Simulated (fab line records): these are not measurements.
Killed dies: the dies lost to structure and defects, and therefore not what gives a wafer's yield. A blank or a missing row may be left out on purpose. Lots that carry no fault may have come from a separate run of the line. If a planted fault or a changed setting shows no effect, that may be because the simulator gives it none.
Which tool was responsible? | flow sky130 | Sampling: 13 lots, 39 wafers, 2 of 708 route steps

## WHAT THE GAUGES READ, wafer by wafer
Not one reading of a measure or inspect step in the record can be checked against a usual standard deviation.

## EACH LOT AND THE TOOL THAT RAN IT (in order: tool; ch and the chambers of the sampled wafers; start)
lot  | SKY_LDD_LDN_STRIP_12                | SKY_PAD_OPEN_PROBE_99
L853 | plasmaAsher-02 ch 0,1, day 24 07:55 | -
L854 | plasmaAsher-02 ch 0,1, day 24 09:25 | -
L855 | plasmaAsher-02 ch 0,1, day 24 23:50 | prober-02, day 47 05:09
L864 | plasmaAsher-01 ch 0,1, day 27 23:41 | -
L865 | plasmaAsher-02 ch 0,1, day 28 04:09 | prober-02, day 49 07:59
L866 | plasmaAsher-01 ch 0,1, day 28 08:49 | prober-01, day 49 13:15
L867 | plasmaAsher-01 ch 0,1, day 28 15:21 | -
L868 | plasmaAsher-02 ch 0,1, day 29 00:10 | -
L869 | plasmaAsher-02 ch 0,1, day 29 03:17 | prober-02, day 50 00:55
L870 | plasmaAsher-02 ch 0,1, day 29 17:54 | -
L871 | plasmaAsher-01 ch 0,1, day 29 21:00 | -
L873 | plasmaAsher-03 ch 0,1, day 30 08:03 | -
L874 | plasmaAsher-01 ch 0,1, day 30 16:25 | -
- SKY_LDD_LDN_STRIP_12: strips in O2/N2.
- SKY_PAD_OPEN_PROBE_99

## WHAT THE TOOLS THEMSELVES READ (means of the sampled wafers that have a number; where no wafer has one, the mark that the record gives instead)
SKY_LDD_LDN_STRIP_12. Usual: drypumpMotorCurrentA 5.68 A, standard deviation 0.18; oesProductAu 0.715 a.u., standard deviation 0.0045; stripTimeToEndpointS 14.20 s, standard deviation 0.037.
lot  | tool           | drypumpMotorCurrentA (A) | oesProductAu (a.u.) | stripTimeToEndpointS (s) | flag
L853 | plasmaAsher-02 | 5.86                     | 0.713               | 14.18                    | 
L854 | plasmaAsher-02 | 5.83                     | 0.716               | 14.25                    | 
L855 | plasmaAsher-02 | 5.84                     | 0.925               | -                        | OFF
L864 | plasmaAsher-01 | 5.44                     | 0.717               | 14.17                    | 
L865 | plasmaAsher-02 | 5.82                     | 0.712               | 14.19                    | 
L866 | plasmaAsher-01 | 5.47                     | 0.716               | 14.25                    | 
L867 | plasmaAsher-01 | 5.45                     | 0.717               | 14.22                    | 
L868 | plasmaAsher-02 | 5.82                     | 0.716               | 14.21                    | 
L869 | plasmaAsher-02 | 5.82                     | 0.714               | 14.22                    | 
L870 | plasmaAsher-02 | 5.83                     | 0.712               | 14.22                    | 
L871 | plasmaAsher-01 | 5.44                     | 0.712               | 14.15                    | 
L873 | plasmaAsher-03 | 5.79                     | 0.710               | 14.22                    | 
L874 | plasmaAsher-01 | 5.46                     | 0.712               | 14.18                    | 

SKY_PAD_OPEN_PROBE_99. Usual: killed_at_M0_to_M3 43, standard deviation 6.8; killed_at_M4_up 3.0, standard deviation 1.6; killedAtContacts 25, standard deviation 6; killedAtFrontEnd 15, standard deviation 4.4; killedAtOther 0.3, standard deviation 0.52; killedDies 86, standard deviation 9.6; killedOnRim 17, standard deviation 3.5; killedOpen 47, standard deviation 6.7; killedShort 39, standard deviation 6.8.
lot  | tool      | killed_at_M0_to_M3 | killed_at_M4_up | killedAtContacts | killedAtFrontEnd | killedAtOther | killedDies | killedOnRim | killedOpen | killedShort | flag
L855 | prober-02 | 47                 | 1.7             | 27               | 416              | 0.3           | 492        | 96          | 48         | 52          | OFF
L865 | prober-02 | 45                 | 3.7             | 20               | 17               | 0.0           | 86         | 14          | 44         | 42          | 
L866 | prober-01 | 52                 | 3.0             | 20               | 16               | 0.5           | 92         | 20          | 50         | 42          | 
L869 | prober-02 | 48                 | 2.0             | 21               | 18               | 1.7           | 90         | 18          | 43         | 47          | 

## THE ANSWER, worked out from the rows above alone
Rule: take the mean of a lot's wafers that have a number; if it is more than 3 standard deviations from the usual mean, the lot is off. Also off: a lot with no number at a reading for which 4 or more lots have one. The other lots that the step has rows for count as sound. Order of review: gauges by route order, followed by the tools' own readings, for which a lot's mean as printed above is used. At the first step where some lot is off, the reading lying furthest off is the one used; lots without a number count as furthest.
Off: L855 (SKY_LDD_LDN_STRIP_12, stripTimeToEndpointS). Without a number there: L855.
If a tool, at that step or one of the process steps before it, ran each lot that is off and ran no sound lot following the first of them, it fits. Not one of the candidates tried fits.

## WHAT THE SIMULATOR HAD PUT IN
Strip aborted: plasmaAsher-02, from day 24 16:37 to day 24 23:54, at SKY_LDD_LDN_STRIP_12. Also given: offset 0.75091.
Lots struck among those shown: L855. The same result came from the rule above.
